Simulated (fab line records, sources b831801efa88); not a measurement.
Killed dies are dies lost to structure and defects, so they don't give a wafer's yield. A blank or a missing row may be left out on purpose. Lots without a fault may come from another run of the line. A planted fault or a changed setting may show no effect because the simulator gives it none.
One fault seen from 2 desks | flow sky130 | each desk has only its own numbers; what lay behind them comes last

THE TOOL OWNER'S DESK: pvd_sputter-04
The tool's own readings at SKY_METAL2_SPUTTER_04 (material TiN, target thk 70 nm, time 58.3 s): means of the sampled wafers that have a number, for each lot that ran on this tool. A lot is out of limits, marked OUT, if its mean lies more than 4 standard deviations from the usual mean; the brackets give that distance.
Columns: A = cathode_dc_power_W at SKY_METAL2_SPUTTER_04, usual 6499.8 W; B = chamber_pressure_pa at SKY_METAL2_SPUTTER_04, usual 0.4000 Pa; C = throttle_valve_pct at SKY_METAL2_SPUTTER_04, usual 30.7 %
lot  | first seen here | A                        | B      | C
L802 | day 34 11:48    | 6500.0                   | 0.3996 | 31.2
L809 | day 37 06:22    | 7190.9 (+99 or more) OUT | 0.3997 | 30.9
L811 | day 37 11:41    | 6846.4 (+99 or more) OUT | 0.4001 | 30.7
This desk's finding: out of limits on L809, L811; first on L809, day 37 06:22 (cathode_dc_power_W at SKY_METAL2_SPUTTER_04). In limits: L802.

THE METROLOGY DESK
What the gauges read, lot by lot, whatever tool the lot ran on: means of the sampled wafers that have a number. A lot is out of limits, marked OUT, if its mean lies more than 4 standard deviations from the usual mean; the brackets give that distance.
Columns: A = VIA1_W_RS at SKY_VIA1_RS_MEAS_22, usual 0.439 ohm/sq; B = VIA1_W_THK at SKY_VIA1_THK_MEAS_23, usual 259.7 nm; C = METAL2_ALCU_RS at SKY_METAL2_RS_MEAS_05, usual 0.1274 ohm/sq; D = METAL2_ALCU_THK at SKY_METAL2_THK_MEAS_06, usual 245 nm; E = cd_nm at SKY_METAL2_CD_MEAS_15, usual 140.0 nm; F = METAL2_OVL at SKY_METAL2_OVL_MEAS_16, usual 1 nm
lot  | first seen here | A     | B     | C      | D   | E     | F
L802 | day 34 11:14    | 0.432 | 262.6 | 0.1277 | 245 | 142.1 | -1
L809 | day 37 05:49    | 0.441 | 258.6 | 0.1259 | 243 | 137.8 | 0
L811 | day 37 11:08    | 0.437 | 262.0 | 0.1267 | 243 | 140.4 | 4
L814 | day 38 02:34    | 0.440 | 258.4 | 0.1249 | 251 | 139.2 | -0
L823 | day 40 21:52    | 0.438 | 261.5 | 0.1275 | 247 | 139.6 | -1
L824 | day 41 02:55    | 0.435 | 258.6 | 0.1281 | 243 | 139.1 | 7
This desk's finding: nothing out of limits on any of the 6 lots.

PUT TOGETHER
The tool owner's desk could have raised an alarm at day 37 06:22, on L809, L811.
The metrology desk saw nothing out of limits.
The metrology desk has L809, L811 on record, within its limits.
Of the lots named, all ran SKY_METAL2_SPUTTER_04 on pvd_sputter-04.

WHAT THE SIMULATOR HAD PUT IN
Process parameter drift: pvd_sputter-04, from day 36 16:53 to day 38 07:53, at SKY_METAL2_SPUTTER_04. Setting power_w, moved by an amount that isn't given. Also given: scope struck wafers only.
Lots struck among those shown: L809, L811.
Hours from the fault's start to each desk's first reading out of limits: the tool owner's desk, 13.
